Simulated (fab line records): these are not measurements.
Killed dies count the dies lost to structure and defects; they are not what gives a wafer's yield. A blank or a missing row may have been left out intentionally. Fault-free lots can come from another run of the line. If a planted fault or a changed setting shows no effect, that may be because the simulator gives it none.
Which tool was responsible?    flow sfq-line    14 lots, 42 wafers sampled, at 2 steps of a route of 325

## WHAT THE GAUGES SHOWED, per wafer
SFQ_M5_OVL_MEAS_932.
lot   measured      on          M5_OVL (nm)
L552  day 57 21:43  overlay-02  -1 3 3
L553  day 57 22:56  overlay-02  1 2 -2
L554  day 58 01:19  overlay-02  -1 7 7
L555  day 58 07:20  overlay-02  6 2 -1
L557  day 58 14:32  overlay-02  1 -8 0
L559  day 59 19:21  overlay-01  0 1 6
L562  day 60 23:41  overlay-01  0 2 -1
L563  day 61 03:16  overlay-02  -4 -5 1
L564  day 61 08:12  overlay-02  5 0 7
L565  day 61 13:00  overlay-01  2 -2 3
L566  day 61 17:56  overlay-01  0 -3 -1
L567  day 61 22:43  overlay-01  1 -5 -4
L572  day 63 20:06  overlay-01  -2 -3 -11
L573  day 64 02:22  overlay-01  4 6 6

## EACH LOT AND THE TOOL THAT RAN IT (in order: tool; ch and the chambers of the sampled wafers; start)
lot   SFQ_TRILAYER_JJ_TRILAYER_DEP_SPUTTER_109
L552  pvd-sputter-06, day 51 23:58
L553  pvd-sputter-04, day 52 01:10
L554  pvd-sputter-05, day 52 03:34
L555  pvd-sputter-04, day 52 09:32
L557  pvd-sputter-06, day 52 20:17
L559  pvd-sputter-06, day 54 05:53
L562  pvd-sputter-04, day 55 06:37
L563  pvd-sputter-06, day 55 19:37
L564  pvd-sputter-05, day 55 23:13
L565  pvd-sputter-05, day 56 08:19
L566  pvd-sputter-06, day 56 14:19
L567  pvd-sputter-06, day 56 22:55
L572  pvd-sputter-04, day 58 14:19
L573  pvd-sputter-06, day 58 18:31
- SFQ_TRILAYER_JJ_TRILAYER_DEP_SPUTTER_109: material Nb, target thk 150 nm, time 100 s.

## AS READ BY THE TOOLS THEMSELVES (means over the sampled wafers that have a number; for cases with no such wafer, the mark the record gives instead)
SFQ_TRILAYER_JJ_TRILAYER_DEP_SPUTTER_109.
lot   tool            substrate-temp-c (C)  throttle-valve-pct (%)
L552  pvd-sputter-06  20.03                 29.7
L553  pvd-sputter-04  19.97                 29.4
L554  pvd-sputter-05  19.90                 30.0
L555  pvd-sputter-04  20.05                 30.1
L557  pvd-sputter-06  20.10                 30.5
L559  pvd-sputter-06  20.05                 30.1
L562  pvd-sputter-04  20.01                 30.8
L563  pvd-sputter-06  20.11                 30.3
L564  pvd-sputter-05  19.94                 31.2
L565  pvd-sputter-05  20.12                 30.8
L566  pvd-sputter-06  20.05                 30.6
L567  pvd-sputter-06  19.88                 30.5
L572  pvd-sputter-04  20.02                 28.8
L573  pvd-sputter-06  19.90                 30.3

## THE ANSWER, worked out from the rows above alone
Rule: usual is defined by the lots themselves. Put in order of their means at a reading, lots are off if they are a third of the lots or fewer, leave a main group of 4 or more, and stand apart from it by a gap of 3 or more times the standard deviation of the main group's means; of several such gaps the widest counts. If all means in a main group match to the digits the tables above print for the reading, that group is not used. Also off: a lot with no number at a reading for which 4 or more lots have one. Where the step has rows for the other lots, those lots are counted as sound. After the gauges, taken in route order, come the tools' own readings; for these a lot's mean is taken, as printed above. At the first step where some lot is off, the reading lying furthest off is the one used; lots without a number count as furthest.
None of the lots is off at any reading shown; this tells nothing.

## WHAT THE SIMULATOR HAD PUT IN
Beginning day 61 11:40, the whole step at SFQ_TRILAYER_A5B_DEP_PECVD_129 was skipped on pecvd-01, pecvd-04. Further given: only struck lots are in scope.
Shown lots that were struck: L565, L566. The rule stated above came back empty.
